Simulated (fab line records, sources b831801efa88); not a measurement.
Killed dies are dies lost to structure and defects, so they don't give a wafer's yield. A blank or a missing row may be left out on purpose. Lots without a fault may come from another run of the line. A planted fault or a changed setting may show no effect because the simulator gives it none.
One fault seen from 2 desks | flow gf180mcu | each desk has only its own numbers; what lay behind them comes last

THE METROLOGY DESK
What the gauges read, lot by lot, whatever tool the lot ran on: means of the sampled wafers that have a number. A lot is out of limits, marked OUT, if its mean lies more than 4 standard deviations from the usual mean; the brackets give that distance.
Columns: A = NWELL_TW at GF_NWELL_TW_MEAS_11, usual 1567; B = LVPWELL_OVL at GF_LVPWELL_OVL_MEAS_07, usual -0.2 nm; C = LVPWELL_TW at GF_LVPWELL_TW_MEAS_11, usual 559; D = MVSD_OVL at GF_MVSD_OVL_MEAS_07, usual -0.5 nm; E = MVSD_TW at GF_MVSD_TW_MEAS_11, usual 1577; F = MVPSD_OVL at GF_MVPSD_OVL_MEAS_07, usual 0.6 nm; G = MVPSD_TW at GF_MVPSD_TW_MEAS_11, usual 550
lot  | first seen here | A    | B    | C   | D    | E    | F    | G
L315 | day 3 16:46     | 1580 | -0.8 | 564 | 0.5  | 1610 | 0.3  | 562
L319 | day 4 12:09     | 1607 | -1.5 | 570 | -1.9 | 1613 | 1.6  | 536
L328 | day 6 16:16     | 1598 | -1.7 | 543 | -2.2 | 1612 | -1.0 | 537
L330 | day 6 21:31     | 1607 | 1.6  | 559 | -0.4 | 1584 | 0.7  | 564
L335 | day 8 02:10     | 1604 | 0.0  | 545 | -2.2 | 1572 | -0.6 | 536
L337 | day 8 13:41     | 1609 | -1.4 | 557 | -1.1 | 1577 | 1.4  | 563
This desk's finding: nothing out of limits on any of the 6 lots.

THE TOOL OWNER'S DESK: implanter-04
The tool's own readings at GF_LVPWELL_IMPLANT_09: means of the sampled wafers that have a number, for each lot that ran on this tool. A lot is out of limits, marked OUT, if its mean lies more than 4 standard deviations from the usual mean; the brackets give that distance.
Columns: A = beam_energy_keV at GF_LVPWELL_IMPLANT_09, usual 60.003; B = beam_on_s at GF_LVPWELL_IMPLANT_09, usual 10.02 s
lot  | first seen here | A                        | B
L315 | day 4 06:30     | 60.004                   | 10.06
L328 | day 7 06:56     | 55.447 (-99 or more) OUT | 10.05
L330 | day 7 12:44     | 55.440 (-99 or more) OUT | 10.00
This desk's finding: out of limits on L328, L330; first on L328, day 7 06:56 (beam_energy_keV at GF_LVPWELL_IMPLANT_09). In limits: L315.

PUT TOGETHER
The tool owner's desk could have raised an alarm at day 7 06:56, on L328, L330.
The metrology desk saw nothing out of limits.
The metrology desk has L328, L330 on record, within its limits.
Of the lots named, all ran GF_LVPWELL_IMPLANT_09 on implanter-04.

WHAT THE SIMULATOR HAD PUT IN
Process parameter drift: implanter-04, from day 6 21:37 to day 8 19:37, at GF_LVPWELL_IMPLANT_09. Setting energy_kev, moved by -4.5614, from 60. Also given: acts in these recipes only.
Lots struck among those shown: L328, L330.
Hours from the fault's start to each desk's first reading out of limits: the tool owner's desk, 9.
